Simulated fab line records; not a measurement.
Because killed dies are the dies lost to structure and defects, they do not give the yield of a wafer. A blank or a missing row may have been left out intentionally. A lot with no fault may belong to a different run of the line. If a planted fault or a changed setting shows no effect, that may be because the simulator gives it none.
Lot-split experiment	flow sky130	23 wafers read from 5 lots, route of 708 steps

## THE SPLIT ITSELF
At SKY_SONOS_ONO_OXIDATION_00 (stabilise 600 s, purge 300 s, target thk 2.6 nm), the setting oxTimeS was moved away from the recipe's 1249 s on 15 of the 23 wafers read, by -14.3% to +14.7%. This setting was run at the recipe's value on the other wafers.

Reading taken at the split's own step.

## THE READING
SiO2_of_SONOS_ONO_OXIDATION_00.thkNm (the simulator's own value, which no gauge read), in nm, at SKY_SONOS_ONO_OXIDATION_00 (stabilise 600 s, purge 300 s, target thk 2.6 nm). There is no usual value for it anywhere in the file. Here, 8 wafers ran the recipe; their average is 2.525 nm with a standard deviation of 0.056 nm.

wafer	tool, chamber at the split	oxTimeS as run, s	against the recipe	SiO2_of_SONOS_ONO_OXIDATION_00.thkNm, nm	against lot-mates on the recipe
L074.1	-, -	1249	recipe	2.47	-
L074.2	-, -	1249	recipe	2.515	-
L074.3	-, -	1249	recipe	2.5	-
L074.4	-, -	1249	recipe	2.469	-
L074.5	-, -	1249	recipe	2.468	-
L075.1	furnace-02, 0	1249	recipe	2.567	-
L075.4	furnace-02, 0	1249	recipe	2.625	-
L075.5	furnace-02, 0	1249	recipe	2.585	-
L077.1	-, -	1070	-14.3%	2.372	no lot-mate on the recipe
L077.4	-, -	1070	-14.3%	2.372	no lot-mate on the recipe
L077.2	-, -	1070	-14.3%	2.352	no lot-mate on the recipe
L077.5	-, -	1070	-14.3%	2.309	no lot-mate on the recipe
L077.6	-, -	1070	-14.3%	2.369	no lot-mate on the recipe
L080.2	-, -	1337	+7.0%	2.691	no lot-mate on the recipe
L080.3	-, -	1337	+7.0%	2.704	no lot-mate on the recipe
L080.4	-, -	1337	+7.0%	2.707	no lot-mate on the recipe
L080.5	-, -	1337	+7.0%	2.71	no lot-mate on the recipe
L080.6	-, -	1337	+7.0%	2.75	no lot-mate on the recipe
L084.1	-, -	1432	+14.7%	2.862	no lot-mate on the recipe
L084.2	-, -	1432	+14.7%	2.856	no lot-mate on the recipe
L084.3	-, -	1432	+14.7%	2.866	no lot-mate on the recipe
L084.5	-, -	1432	+14.7%	2.87	no lot-mate on the recipe
L084.6	-, -	1432	+14.7%	2.89	no lot-mate on the recipe

FIT RESULTS
A straight line over all 23 wafers: SiO2_of_SONOS_ONO_OXIDATION_00.thkNm changes by +0.0179 nm for each +1% of oxTimeS; r = +0.96; the points scatter about the line by 0.055 nm.
Too few moved wafers with a lot-mate on the recipe to fit a line net of each lot's own level.

## FILE'S OWN FIT
SiO2_of_SONOS_ONO_OXIDATION_00.thkNm changes by +0.0179 nm for each +1% of oxTimeS, r = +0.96.
